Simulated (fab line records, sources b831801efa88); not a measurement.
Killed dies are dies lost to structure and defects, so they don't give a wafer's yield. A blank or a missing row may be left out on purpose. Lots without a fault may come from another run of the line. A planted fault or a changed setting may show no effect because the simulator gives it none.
A struck lot beside a sound one | flow sfq_line | 26 steps out of a route of 325
Sound: wafers L481.1, L481.5, L481.6. Struck: wafers L492.2, L492.3, L492.6. The cause comes at the end.
At each step with rows: each side's tool, then ch and its chambers, then its first start. Under that, the readings that differ: sound wafers | struck wafers | difference of the means | sigmas: that difference in standard deviations of wafers without a fault.
alike: readings whose means differ by less than 2 such deviations, and words and numbers that are the same on both sides. not compared: withheld readings, readings that some wafer has no value for, bounds like >300 that may hide the same value, and numbers for which the record gives no deviation and whose values overlap.
The two part at a step that has a row with sigmas, a row that says differs or no value, or rows on one side only. Numbers that don't overlap but have no deviation are shown without sigmas and don't part them. A reading that every wafer of one side lacks parts them only if that side has two wafers or more.

SFQ_L0_RS_MEAS_901: measures by four-point-probe.
  sound on film_metro-01, day 4 00:37; struck on film_metro-04, day 6 07:35
  alike: L0_MONX_KI_RS
SFQ_L0_THK_MEAS_902: measures by xrf.
  sound on film_metro-01, day 4 00:44; struck on film_metro-04, day 6 07:41
  alike: L0_MONX_KI_THK
then, 6 steps without rows for these wafers: SFQ_TRILAYER_L0_LITHO_COAT_010 (resist thk 62 nm); SFQ_TRILAYER_L0_LITHO_COAT_005 (resist thk 600 nm); SFQ_TRILAYER_L0_LITHO_SOFTBAKE_009; SFQ_TRILAYER_L0_LITHO_EXPOSE_006 (exposes mask L0, target cd 2000 nm); SFQ_TRILAYER_L0_LITHO_PEB_008 (peb time 60 s); SFQ_TRILAYER_L0_LITHO_DEVELOP_007 (time 60 s).
-- the record jumps here: 2 days lie between the struck wafers' starts before and after --
SFQ_TRILAYER_L0_BARC_OPEN_METAL_ETCH_010: etches BARC in O2, target depth 125 nm, time 41.7 s.
  sound on rie_metal-04 ch 0,1, day 6 01:43; struck on rie_metal-03 ch 1, day 8 15:02
  alike: drypump_motor_current_A, oes_product_au
  not compared: rf_hours_counter_h
SFQ_TRILAYER_L0_ETCH_METAL_ETCH_008: etches MoNx KI in SF6/O2, stops on SiO2, target depth 50 nm, time 25 s.
  sound on rie_metal-04 ch 0,1, day 6 01:46; struck on rie_metal-03 ch 1, day 8 15:09
  alike: drypump_motor_current_A, oes_product_au
  not compared: rf_hours_counter_h
SFQ_TRILAYER_L0_STRIP_STRIP_009: strips in O2.
  sound on rie_metal-04 ch 0,1, day 6 01:49; struck on rie_metal-03 ch 1, day 8 15:26
  alike: drypump_motor_current_A, oes_product_au
  not compared: rf_hours_counter_h
then, 1 step without rows for these wafers: SFQ_TRILAYER_L0_STRIP_SOLV_CLEAN_010 (cleans in NMP, time 600 s).
SFQ_TRILAYER_L0_CAP_PECVD_011: deposits SiO2 from SiH4/N2O, time 13.333 s, target thk 60 nm.
  sound on pecvd-01 ch 0,1,2, day 6 02:36; struck on pecvd-01 ch 1,2, day 8 16:41
  reading                                             | sound                | struck           | difference                    | sigmas
  susceptor_temp_C (C)                                | 150.29 150.10 150.14 | - - -            | no value on the struck wafers |
  model.SiO2_of_TRILAYER_L0_CAP_PECVD_011.thk_nm (nm) | 59.72 60.36 60.89    | 56.7 55.56 58.01 | -3.6                          |
  alike: heater_power_w, throttle_valve_pct
then, 6 steps without rows for these wafers: SFQ_TRILAYER_L0_VIA_LITHO_COAT_018 (resist thk 62 nm); SFQ_TRILAYER_L0_VIA_LITHO_COAT_013 (resist thk 650 nm); SFQ_TRILAYER_L0_VIA_LITHO_SOFTBAKE_017; SFQ_TRILAYER_L0_VIA_LITHO_EXPOSE_014 (exposes mask L0V, target cd 700 nm); SFQ_TRILAYER_L0_VIA_LITHO_PEB_016 (peb time 60 s); SFQ_TRILAYER_L0_VIA_LITHO_DEVELOP_015 (time 60 s).
-- the record jumps here: 2 days lie between the struck wafers' starts before and after --
SFQ_L0V_OVL_MEAS_903:
  sound on overlay-02, day 8 03:07; struck on overlay-01, day 11 00:44
  reading      | sound | struck    | difference | sigmas
  L0V_OVL (nm) | 4 4 3 | -11 -7 -7 | -12        | -2
SFQ_TRILAYER_L0_VIA_BARC_OPEN_VIA_ETCH_021: etches BARC in O2, target depth 125 nm, time 41.7 s.
  sound on rie_diel-02 ch 1,2,3, day 8 03:09; struck on rie_diel-04 ch 0,1,2, day 11 00:46
  alike: drypump_motor_current_A, oes_product_au
  not compared: rf_hours_counter_h
SFQ_TRILAYER_L0_VIA_ETCH_VIA_ETCH_016: etches SiO2 in CHF3, stops on MoNx KI, target depth 80 nm.
  sound on rie_diel-02 ch 1,2,3, day 8 03:11; struck on rie_diel-04 ch 0,1,2, day 11 00:49
  reading                         | sound             | struck            | difference | sigmas
  oes_product_au (a.u.)           | 0.850 0.851 0.847 | 0.811 0.810 0.831 | -0.032     | -4
  model.L0V.feature_depth_nm (nm) | 59.71 60.35 60.89 | 56.7 55.56 58     | -3.6       |
  model.etch.depth_nm (nm)        | 59.71 60.35 60.89 | 56.7 55.56 58     | -3.6       |
  alike: drypump_motor_current_A
then, 2 steps without rows for these wafers: SFQ_TRILAYER_L0_VIA_STRIP_STRIP_017 (strips in O2); SFQ_TRILAYER_L0_VIA_STRIP_SOLV_CLEAN_018 (cleans in NMP, time 600 s).
SFQ_TRILAYER_M0_DEP_PRE_CLEAN_020: time 15 s.
  sound on pvd_sputter-06, day 8 04:01; struck on pvd_sputter-05, day 11 02:14
  reading                                             | sound             | struck        | difference | sigmas
  model.SiO2_of_TRILAYER_L0_CAP_PECVD_011.thk_nm (nm) | 54.71 55.35 55.89 | 51.7 50.56 53 | -3.6       |
SFQ_TRILAYER_M0_DEP_SPUTTER_019: material Nb, target thk 200 nm, time 133.3 s.
  sound on pvd_sputter-06, day 8 04:02; struck on pvd_sputter-05, day 11 02:16
  reading                | sound          | struck         | difference | sigmas
  throttle_valve_pct (%) | 32.5 32.4 31.1 | 29.5 30.0 29.4 | -2.4       | -2

WHERE THEY PART
First at SFQ_TRILAYER_L0_CAP_PECVD_011; last, within this record, at SFQ_TRILAYER_M0_DEP_SPUTTER_019.

WHY: what the simulator had put in
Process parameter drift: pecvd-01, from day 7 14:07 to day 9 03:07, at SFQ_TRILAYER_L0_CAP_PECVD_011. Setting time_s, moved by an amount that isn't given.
